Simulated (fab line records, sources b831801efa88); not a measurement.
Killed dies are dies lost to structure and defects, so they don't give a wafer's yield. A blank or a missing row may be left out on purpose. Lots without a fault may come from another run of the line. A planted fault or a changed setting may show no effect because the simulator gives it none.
A struck lot beside a sound one | flow sky130 | 15 steps out of a route of 708
Sound: wafers L820.2, L820.4, L820.5. Struck: wafers L826.2, L826.3, L826.6. The cause comes at the end.
At each step with rows: each side's tool, then ch and its chambers, then its first start. Under that, the readings that differ: sound wafers | struck wafers | difference of the means | sigmas: that difference in standard deviations of wafers without a fault.
alike: readings whose means differ by less than 2 such deviations, and words and numbers that are the same on both sides. not compared: withheld readings, readings that some wafer has no value for, bounds like >300 that may hide the same value, and numbers for which the record gives no deviation and whose values overlap.
The two part at a step that has a row with sigmas, a row that says differs or no value, or rows on one side only. Numbers that don't overlap but have no deviation are shown without sigmas and don't part them. A reading that every wafer of one side lacks parts them only if that side has two wafers or more.

SKY_VIA1_ETCH_14: etches BARC in N2/H2, stops on SiO2, time 45.9 s, target depth 60 nm.
  sound on rie_diel-01 ch 1,2,3, day 34 06:36; struck on rie_diel-03 ch 0,1,3, day 36 17:51
  alike: bias_w, drypump_motor_current_A, oes_product_au, throttle_valve_pct
  not compared: rf_hours_counter_h
then, 6 steps without rows for these wafers: SKY_VIA1_ETCH_15 (etches SiO2 in C4F8/O2/Ar, stops on TiN, target depth 351 nm, time 54 s); SKY_VIA1_STRIP_16 (strips in O2/N2); SKY_VIA1_STRIP_17 (strips in post etch residue remover, time 1200 s); SKY_VIA1_CLEAN_18 (cleans in IPA, time 180 s); SKY_VIA1_CLEAN_19 (cleans in O3/DIW); SKY_VIA1_SPUTTER_20 (material TiN, target thk 20 nm, time 80 s).
SKY_VIA1_CVD_21: deposits W, target thk 270 nm, time 80.902 s.
  sound on cvd_w-02 ch 0,1, day 34 07:22; struck on cvd_w-01 ch 0, day 36 18:38
  alike: heater_power_w
SKY_VIA1_RS_MEAS_22: measures by four-point-probe.
  sound on film_metro-02, day 34 07:28; struck on film_metro-02, day 36 18:45
  alike: VIA1_W_RS
SKY_VIA1_THK_MEAS_23: measures by xrf.
  sound on film_metro-02, day 34 07:35; struck on film_metro-02, day 36 18:52
  alike: VIA1_W_THK
SKY_VIA1_CMP_24: polishes, stops on SiO2, t overpolish 15 s, target thk 0 nm.
  sound on cmp-01 ch 1,3, day 34 07:38; struck on cmp-01 ch 1,2,3, day 36 19:01
  alike: motor_current_A, overpolish_run_s, time_to_endpoint_s
SKY_METAL2_SPUTTER_00: material Ti, target thk 15 nm, time 10 s.
  sound on pvd_sputter-01, day 34 07:56; struck on pvd_sputter-04, day 36 19:13
  alike: cathode_dc_power_W, chamber_pressure_pa, throttle_valve_pct
SKY_METAL2_SPUTTER_01: material TiN, target thk 20 nm, time 16.7 s.
  sound on pvd_sputter-01, day 34 07:57; struck on pvd_sputter-04, day 36 19:14
  reading                                    | sound                | struck               | difference | sigmas
  chamber_pressure_pa (Pa)                   | 0.4009 0.3997 0.4003 | 0.2832 0.2821 0.2827 | -0.1176    | -99 or more
  throttle_valve_pct (%)                     | 30.7 30.9 28.8       | 37.2 35.7 36.5       | +6.3       | +7
  model.TiN_of_METAL2_SPUTTER_01.thk_nm (nm) | 19.8 19.42 19.6      | 21.38 21.42 20.72    | +1.57      |
  alike: cathode_dc_power_W
SKY_METAL2_SPUTTER_02: material AlCu, target thk 250 nm, time 13.3 s.
  sound on pvd_sputter-01, day 34 07:59; struck on pvd_sputter-04, day 36 19:16
  alike: cathode_dc_power_W, chamber_pressure_pa, throttle_valve_pct
-- the record jumps here: 11 days lie between the struck wafers' starts before and after (it left off in module METAL2 and takes up again in module PAD_OPEN, whose first step shown is number 708 of the route) --
SKY_PAD_OPEN_PROBE_99:
  sound on prober-02, day 45 22:38; struck on prober-01, day 47 22:02
  alike: defect_limited_yield, killed_at_M0_to_M3, killed_at_M4_up, killed_at_contacts, killed_at_front_end, killed_at_other, killed_dies, killed_open, killed_short, sort_bin_3_pad_short, sort_bin_5_function, sort_bin_6_memory, sort_n_pass, sort_yield_pct

WHERE THEY PART
Only at SKY_METAL2_SPUTTER_01, within this record. Later steps at which nothing parts them and some readings are alike: SKY_METAL2_SPUTTER_02, SKY_PAD_OPEN_PROBE_99.

WHY: what the simulator had put in
Process parameter drift: pvd_sputter-04, from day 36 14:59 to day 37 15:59, at SKY_METAL2_SPUTTER_01. Setting chamber_pressure_pa, moved by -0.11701, from 0.4. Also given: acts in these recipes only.
